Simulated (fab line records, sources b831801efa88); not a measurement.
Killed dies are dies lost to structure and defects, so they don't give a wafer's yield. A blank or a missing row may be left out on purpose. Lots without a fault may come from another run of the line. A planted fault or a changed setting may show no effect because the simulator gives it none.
Chamber matching | flow sfq_line | SFQ_TRILAYER_I2_VIA_BARC_OPEN_VIA_ETCH_096 on rie_diel-02: 4 sister chambers
The step etches BARC in O2, target depth 125 nm, time 41.7 s. 7 wafers are shown with their chamber, then 7 later ones without.

WAFERS WITH THEIR CHAMBER
wafer  | chamber | oes_product_au (a.u.)
L597.1 | 1       | 0.680
L599.3 | 2       | 0.684
L599.4 | 1       | 0.679
L602.3 | 2       | 0.683
L602.4 | 3       | 0.686
L605.1 | 0       | 0.683
L605.2 | 3       | 0.685

WAFERS WITHOUT THEIR CHAMBER
wafer  | oes_product_au (a.u.)
L605.6 | 0.679
L608.1 | 0.683
L608.2 | 0.691
L608.5 | 0.677
L612.1 | 0.689
L612.3 | 0.681
L612.6 | 0.690

WHICH CHAMBER EACH WENT THROUGH
wafer  | from the rows above          | in truth
L605.6 | 1                            | 1
L608.1 | can't be placed: 0 or 2      | 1
L608.2 | 3                            | 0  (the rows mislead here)
L608.5 | 1                            | 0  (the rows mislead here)
L612.1 | 3                            | 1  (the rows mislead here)
L612.3 | can't be placed: 1 or 0 or 2 | 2
L612.6 | 3                            | 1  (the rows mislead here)
Placed correctly: 1 of 7. Can't be placed from these rows: 2 (the true chamber is among the candidates in 1). Placed wrongly: 4.
How it was worked out, from the rows above alone: a wafer's distance from a chamber is the root of the sum, over the readings, of the square of ((its reading less the chamber's mean) divided by the reading's scatter). The wafer belongs to the nearest chamber; if the next one is less than 2 further off, it can't be placed. A chamber's mean is the mean of its shown wafers. The scatter: the root of (the sum of the squares of (reading less its chamber's mean) over the shown wafers, divided by (wafers less chambers)).
